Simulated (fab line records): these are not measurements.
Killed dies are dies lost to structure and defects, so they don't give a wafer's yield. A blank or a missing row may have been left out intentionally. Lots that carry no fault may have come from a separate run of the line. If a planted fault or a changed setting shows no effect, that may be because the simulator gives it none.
Chamber matching || flow sky130 || SKY_VIA3_CMP_24 on cmp-02: 4 sister chambers
The step polishes, stops on SiO2, t overpolish 20 s, target thk 0 nm. 8 wafers are shown with their chamber, then 9 later ones without.

== WAFERS WITH THEIR CHAMBER ==
{"wafer": "L742.6", "chamber": 2, "motor-current-A (A)": 12.3, "time-to-endpoint-s (s)": 91.4}
{"wafer": "L744.6", "chamber": 3, "motor-current-A (A)": 11.3, "time-to-endpoint-s (s)": 94.7}
{"wafer": "L745.2", "chamber": 0, "motor-current-A (A)": 10.9, "time-to-endpoint-s (s)": 90.8}
{"wafer": "L745.4", "chamber": 2, "motor-current-A (A)": 12.4, "time-to-endpoint-s (s)": 87.7}
{"wafer": "L745.5", "chamber": 1, "motor-current-A (A)": 11.3, "time-to-endpoint-s (s)": 86.4}
{"wafer": "L746.2", "chamber": 3, "motor-current-A (A)": 11.4, "time-to-endpoint-s (s)": 91.7}
{"wafer": "L746.3", "chamber": 0, "motor-current-A (A)": 10.9, "time-to-endpoint-s (s)": 85.4}
{"wafer": "L746.5", "chamber": 1, "motor-current-A (A)": 11.5, "time-to-endpoint-s (s)": 85.7}

== WAFERS WITHOUT THEIR CHAMBER ==
{"wafer": "L748.3", "motor-current-A (A)": 11.6, "time-to-endpoint-s (s)": 90.5}
{"wafer": "L748.4", "motor-current-A (A)": 11.5, "time-to-endpoint-s (s)": 94.8}
{"wafer": "L748.6", "motor-current-A (A)": 10.2, "time-to-endpoint-s (s)": 91.7}
{"wafer": "L749.1", "motor-current-A (A)": 11.6, "time-to-endpoint-s (s)": 99.7}
{"wafer": "L749.3", "motor-current-A (A)": 10.9, "time-to-endpoint-s (s)": 91.4}
{"wafer": "L749.6", "motor-current-A (A)": 11.4, "time-to-endpoint-s (s)": 93.0}
{"wafer": "L751.1", "motor-current-A (A)": 11.0, "time-to-endpoint-s (s)": 88.9}
{"wafer": "L751.2", "motor-current-A (A)": 11.6, "time-to-endpoint-s (s)": 90.1}
{"wafer": "L751.3", "motor-current-A (A)": 12.4, "time-to-endpoint-s (s)": 91.5}

== THE CHAMBER EACH PASSED THROUGH ==
{"wafer": "L748.3", "from the rows above": "can't be placed: 1 or 3", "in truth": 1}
{"wafer": "L748.4", "from the rows above": "can't be placed: 3 or 1", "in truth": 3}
{"wafer": "L748.6", "from the rows above": 0, "in truth": 0}
{"wafer": "L749.1", "from the rows above": "can't be placed: 3 or 1", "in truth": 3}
{"wafer": "L749.3", "from the rows above": 0, "in truth": 0}
{"wafer": "L749.6", "from the rows above": 3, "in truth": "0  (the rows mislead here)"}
{"wafer": "L751.1", "from the rows above": 0, "in truth": 0}
{"wafer": "L751.2", "from the rows above": "can't be placed: 1 or 3", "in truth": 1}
{"wafer": "L751.3", "from the rows above": 2, "in truth": 2}
4 of 9 placed correctly. From these rows, 4 cannot be placed; in 4 the true chamber is one of the candidates. Wrongly placed: 1.
How it was worked out, from the rows above alone: a wafer's distance from a chamber is the root of the sum, over the readings, of the square of ((its reading less the chamber's mean) divided by the reading's scatter). The wafer belongs to the nearest chamber; if the next one is less than 2 further off, it can't be placed. The mean given for a chamber averages the wafers shown for that chamber. The scatter is the square root of a quotient: the sum, over the shown wafers, of each reading's squared deviation from its chamber's mean, divided by wafers minus chambers.
